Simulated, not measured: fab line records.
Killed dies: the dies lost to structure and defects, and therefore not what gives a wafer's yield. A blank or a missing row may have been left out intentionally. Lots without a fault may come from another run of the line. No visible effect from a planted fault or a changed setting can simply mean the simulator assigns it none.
One fault through the eyes of 2 desks / flow sky130 / only its own numbers are on each desk; what lay behind them is given at the end

== THE METROLOGY DESK ==
Lot by lot, what the gauges showed, no matter which tool ran the lot: averages of those sampled wafers that carry a number. Any lot whose mean is over 4 standard deviations away from the usual mean is out of limits and marked OUT; that distance is given in the brackets.
Columns: A = METAL2_OVL at SKY_METAL2_OVL_MEAS_16, usual 2 nm; B = VIA2_HDPCVD_THK at SKY_VIA2_THK_MEAS_01, usual 1182 nm
lot=L214; first seen here=day 34 15:44; A=5; B=1163
lot=L216; first seen here=day 35 07:10; A=4; B=1184
lot=L218; first seen here=day 35 21:01; A=3; B=1179
lot=L219; first seen here=day 36 17:07; A=2; B=1190
lot=L220; first seen here=day 37 00:05; A=-5; B=1171
lot=L221; first seen here=day 37 01:20; A=-4; B=1178
lot=L222; first seen here=day 37 14:19; A=-0; B=1183
lot=L231; first seen here=day 40 04:40; A=7; B=1189
lot=L233; first seen here=day 42 10:34; A=6; B=1181
lot=L237; first seen here=day 42 10:53; A=2; B=1198
lot=L236; first seen here=day 42 13:17; A=2; B=1184
lot=L235; first seen here=day 42 15:59; A=0; B=1173
Finding of this desk: none of the 12 lots has anything out of limits.

== FOR THE TOOL OWNER'S DESK: cmp-01 ==
The tool's own readings at SKY_VIA4_CMP_21 (polishes, stops on SiO2, t overpolish 25 s, target thk 0 nm): means of the sampled wafers that have a number, for each lot that ran on this tool. Any lot whose mean is over 4 standard deviations away from the usual mean is out of limits and marked OUT; that distance is given in the brackets.
Columns: A = motor_current_A at SKY_VIA4_CMP_21, usual 11.4 A; B = overpolish_run_s at SKY_VIA4_CMP_21, usual 25.000 s; C = platen_rpm at SKY_VIA4_CMP_21, usual 60.00 rpm; D = time_to_endpoint_s at SKY_VIA4_CMP_21, usual 122 s
lot=L216; first seen here=day 42 22:28; A=12.1; B=24.994; C=60.01; D=119
lot=L218; first seen here=day 43 13:35; A=11.4; B=24.999; C=60.02; D=123
lot=L219; first seen here=day 44 08:48; A=11.0; B=24.995; C=59.99; D=128
lot=L220; first seen here=day 44 11:23; A=12.0; B=25.017; C=59.98; D=122
lot=L221; first seen here=day 44 13:07; A=11.2; B=8.360 (-99 or more) OUT; C=60.03; D=165 (+9.4) OUT
lot=L222; first seen here=day 44 22:07; A=11.3; B=16.682 (-99 or more) OUT; C=60.03; D=144 (+4.8) OUT
lot=L237; first seen here=day 48 23:21; A=11.6; B=24.999; C=60.02; D=126
lot=L236; first seen here=day 49 02:08; A=12.4; B=25.003; C=59.99; D=126
This desk's verdict: out of limits on L221, L222, starting with L221 at day 44 13:07 (overpolish_run_s at SKY_VIA4_CMP_21). L216, L218, L219, L220, L237, L236: within limits.

== PUT TOGETHER ==
The tool owner's desk had the chance to raise an alarm at day 44 13:07 on L221, L222.
Metrology desk: nothing out of limits seen.
The metrology desk holds a record of L221, L222, inside its limits.
SKY_VIA4_CMP_21 was run on cmp-01 by each of the lots named.

== WHAT THE SIMULATOR HAD INSERTED ==
cmp-01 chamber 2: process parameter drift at SKY_VIA4_CMP_21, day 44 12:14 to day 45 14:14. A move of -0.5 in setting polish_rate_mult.
Struck lots among those shown: L221, L222.
Time in hours from fault onset to the first out-of-limits reading at each desk: the tool owner's desk, 1.
